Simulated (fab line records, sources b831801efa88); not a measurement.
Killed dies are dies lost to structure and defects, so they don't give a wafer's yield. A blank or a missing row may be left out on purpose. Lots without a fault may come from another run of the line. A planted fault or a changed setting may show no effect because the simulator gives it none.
Chamber matching | flow sky130 | SKY_FIELD_ISO_ETCH_17 on rie_si-01: 4 sister chambers
The step etches Si in HBr/Cl2/O2, target depth 342 nm, time 97.7 s. 4 wafers are shown with their chamber, then 7 later ones without.

WAFERS WITH THEIR CHAMBER
wafer  | chamber | drypump_motor_current_A (A)
L745.2 | 3       | 6.1
L750.5 | 1       | 5.5
L755.2 | 0       | 5.9
L755.3 | 2       | 6.7

WAFERS WITHOUT THEIR CHAMBER
wafer  | drypump_motor_current_A (A)
L755.6 | 6.0
L757.2 | 5.9
L757.4 | 6.1
L757.5 | 5.9
L759.1 | 6.0
L759.3 | 5.9
L759.5 | 5.6

WHICH CHAMBER EACH WENT THROUGH
wafer  | from the rows above     | in truth
L755.6 | can't be placed: 0 or 3 | 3
L757.2 | 0                       | 0
L757.4 | 3                       | 3
L757.5 | 0                       | 0
L759.1 | can't be placed: 0 or 3 | 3
L759.3 | 0                       | 0
L759.5 | 1                       | 1
Placed correctly: 5 of 7. Can't be placed from these rows: 2 (the true chamber is among the candidates in 2). Placed wrongly: 0.
How it was worked out, from the rows above alone: a wafer's distance from a chamber is the root of the sum, over the readings, of the square of ((its reading less the chamber's mean) divided by the reading's scatter). The wafer belongs to the nearest chamber; if the next one is less than 2 further off, it can't be placed. A chamber's mean is the mean of its shown wafers. The scatter: with one shown wafer a chamber, the root of the mean of the squares of how far each hidden wafer lies from its nearest shown one.
